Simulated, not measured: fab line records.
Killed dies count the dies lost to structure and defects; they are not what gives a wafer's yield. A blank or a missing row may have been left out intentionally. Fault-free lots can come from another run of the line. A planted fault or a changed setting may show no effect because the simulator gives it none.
Comparing a struck lot with a sound one    flow sfq_line    13 steps out of a route of 325
Sound: the wafers L487.2, L487.3, L487.5. Struck: wafer L495.4; the same lot's L495.1 was not struck, so it is left out; see the end for the cause.
Each step with rows lists, per side, the tool, then ch with its chambers, then its first start. Under that, the readings that differ: sound wafers    struck wafers    difference of the means    sigmas: that difference in standard deviations of wafers without a fault.
alike: readings whose means differ by less than 2 such deviations, and words and numbers that are the same on both sides. not compared: withheld readings, readings that some wafer has no value for, bounds like >300 that may hide the same value, and numbers for which the record gives no deviation and whose values overlap.
The two part at a step that has a row with sigmas, a row that says differs or no value, or rows on one side only. Numbers that don't overlap but have no deviation are shown without sigmas and don't part them. A reading that every wafer of one side lacks parts them only if that side has two wafers or more.

first, 1 step without rows for these wafers: SFQ_TRILAYER_M4_DEP_PRE_CLEAN_092 (time 22.5 s).
SFQ_TRILAYER_M4_DEP_SPUTTER_091: material Nb, target thk 200 nm, time 133.3 s.
  struck on pvd_sputter-06, day 42 21:43; sound on pvd_sputter-03, day 40 02:32
  alike: chamber_pressure_pa, throttle_valve_pct
SFQ_M4_RS_MEAS_924: measurement is done with a four-point probe.
  struck on film_metro-02, day 42 21:48; sound on film_metro-02, day 40 02:38
  alike: M4_NB_RS
then, 6 steps without rows for these wafers: SFQ_TRILAYER_M4_LITHO_COAT_098 (resist thk 62 nm); SFQ_TRILAYER_M4_LITHO_COAT_093 (resist thk 600 nm); SFQ_TRILAYER_M4_LITHO_SOFTBAKE_097; SFQ_TRILAYER_M4_LITHO_EXPOSE_094 (exposes mask M4, target cd 500 nm); SFQ_TRILAYER_M4_LITHO_PEB_096 (peb time 60 s); SFQ_TRILAYER_M4_LITHO_DEVELOP_095 (time 60 s).
-- the record jumps here: 6 days lie between the struck wafers' starts before and after --
SFQ_M4_OVL_MEAS_926:
  struck on overlay-02, day 48 21:07; sound on overlay-01, day 46 06:53
  alike: M4_OVL
SFQ_TRILAYER_M4_BARC_OPEN_METAL_ETCH_123: etches BARC in O2, target depth 125 nm, time 41.7 s.
  sound on rie_metal-04 ch 0,1, day 46 06:55; struck on rie_metal-04 ch 1, day 48 21:08
  alike: drypump_motor_current_A, oes_product_au
  not compared: rf_hours_counter_h
SFQ_TRILAYER_M4_ETCH_METAL_ETCH_096: etches Nb in Cl2/Ar, stops on SiO2, target depth 240 nm, time 120 s.
  sound on rie_metal-04 ch 0,1, day 46 06:59; struck on rie_metal-04 ch 1, day 48 21:12
reading                                              sound              struck  difference  sigmas
oes_product_au (a.u.)                                0.885 0.887 0.897  0.903   +0.013      +2
model.KrF_of_TRILAYER_M4_LITHO_COAT_093.thk_nm (nm)  379.8 380.8 375.1  315.5   -63.1       
model.M4.feature_depth_nm (nm)                       199.3 200.5 200.8  210     +10         
model.SiO2_of_TRILAYER_I3_DEP_PECVD_081.thk_nm (nm)  192 192.9 191.2    180.6   -11.4       
  alike: drypump_motor_current_A
  not compared: rf_hours_counter_h
SFQ_TRILAYER_M4_STRIP_STRIP_097: strips in O2.
  sound on rie_metal-04 ch 0,1, day 46 07:06; struck on rie_metal-04 ch 1, day 48 21:20
  alike: drypump_motor_current_A, oes_product_au
  not compared: rf_hours_counter_h

## WHERE THEY PART
At SFQ_TRILAYER_M4_ETCH_METAL_ETCH_096 and nowhere else, as far as this record goes. Later steps at which nothing parts them and some readings are alike: SFQ_TRILAYER_M4_STRIP_STRIP_097.

WHY: what the simulator had put in
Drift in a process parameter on rie_metal-04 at SFQ_TRILAYER_M4_ETCH_METAL_ETCH_096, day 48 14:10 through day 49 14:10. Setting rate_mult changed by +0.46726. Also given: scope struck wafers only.
